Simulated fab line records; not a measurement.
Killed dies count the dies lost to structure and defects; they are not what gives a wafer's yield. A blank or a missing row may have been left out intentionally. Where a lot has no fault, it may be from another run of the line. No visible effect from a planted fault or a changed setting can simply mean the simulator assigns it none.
Comparing a struck lot with a sound one	flow gf180mcu	16 steps out of a route of 602
Sound: the wafers L506.3, L506.5, L506.6. Wafers struck: L502.1, L502.2, L502.6. Last of all comes the cause.
For every step that has rows: the tool of each side, followed by ch and its chambers, followed by its first start. Under that, the readings that differ: sound wafers	struck wafers	difference of the means	sigmas: that difference in standard deviations of wafers without a fault.
alike: a reading whose means differ by less than 2 such deviations, as well as words and numbers matching on both sides. not compared: withheld readings; readings where some wafer has no value; bounds like >300 that might hide an equal value; numbers whose values overlap and for which the record gives no deviation.
The two part at a step that has a row with sigmas, a row that says differs or no value, or rows on one side only. Non-overlapping numbers with no deviation appear without sigmas and do not part them. Lack of a reading on every wafer of one side parts them only where that side has two or more wafers.

GF_VT_IMPLANT_OVL_MEAS_18:
  struck on overlay-02, day 8 02:44; sound on overlay-01, day 9 04:05
  alike: VT_IMPLANT_01_OVL
then, 1 step without rows for these wafers: GF_VT_IMPLANT_IMPLANT_19.
GF_VT_IMPLANT_STRIP_20: strips in O2/N2.
  sound on plasma_asher-04 ch 0,1, day 9 04:17; struck on plasma_asher-04 ch 0,1, day 8 02:56
  alike: drypump_motor_current_A, heater_power_w, oes_product_au, platen_temp_c, strip_time_to_endpoint_s
  not compared: rf_hours_counter_h
GF_VT_IMPLANT_TW_MEAS_21:
  struck on film_metro-04, day 8 03:02; sound on film_metro-03, day 9 04:23
  alike: VT_IMPLANT_2_TW
then, 7 steps without rows for these wafers: GF_VT_IMPLANT_DEHYDRATE_22 (time 60 s); GF_VT_IMPLANT_HMDS_23 (prime time 60 s); GF_VT_IMPLANT_COAT_24 (resist thk 1000 nm); GF_VT_IMPLANT_SOFTBAKE_25 (time 60 s); GF_VT_IMPLANT_EXPOSE_26 (exposes mask LVPWELL HV AREA, target cd 860 nm); GF_VT_IMPLANT_PEB_27; GF_VT_IMPLANT_DEVELOP_28 (develop time 60 s).
GF_VT_IMPLANT_OVL_MEAS_29:
  struck on overlay-02, day 8 19:50; sound on overlay-01, day 9 21:11
  alike: VT_IMPLANT_02_OVL
GF_VT_IMPLANT_IMPLANT_30:
  sound on implanter-03 ch 0, day 9 21:15; struck on implanter-03, day 8 19:53
  no value came back on the struck wafers for beam_energy_keV, beam_on_s (s), end_station_pressure_torr (Torr); on the sound wafers beam_energy_keV reads 25.011 25.000 24.996
GF_VT_IMPLANT_STRIP_31: strips in O2/N2.
  sound on plasma_asher-03 ch 0,1, day 9 21:23; struck on plasma_asher-03 ch 0,1, day 8 20:02
  alike: drypump_motor_current_A, heater_power_w, oes_product_au, platen_temp_c, strip_time_to_endpoint_s
  not compared: rf_hours_counter_h
GF_VT_IMPLANT_TW_MEAS_32:
  struck on film_metro-01, day 8 20:08; sound on film_metro-03, day 9 21:28
reading	sound	struck	difference	sigmas
VT_IMPLANT_3_TW	270 270 270	31 30 30	-240	-77
then, 1 step without rows for these wafers: GF_VT_IMPLANT_DEHYDRATE_33 (time 60 s).

WHERE THEY PART
Last at GF_VT_IMPLANT_TW_MEAS_32 as far as this record goes, first at GF_VT_IMPLANT_IMPLANT_30.

WHY: the cause the simulator had injected
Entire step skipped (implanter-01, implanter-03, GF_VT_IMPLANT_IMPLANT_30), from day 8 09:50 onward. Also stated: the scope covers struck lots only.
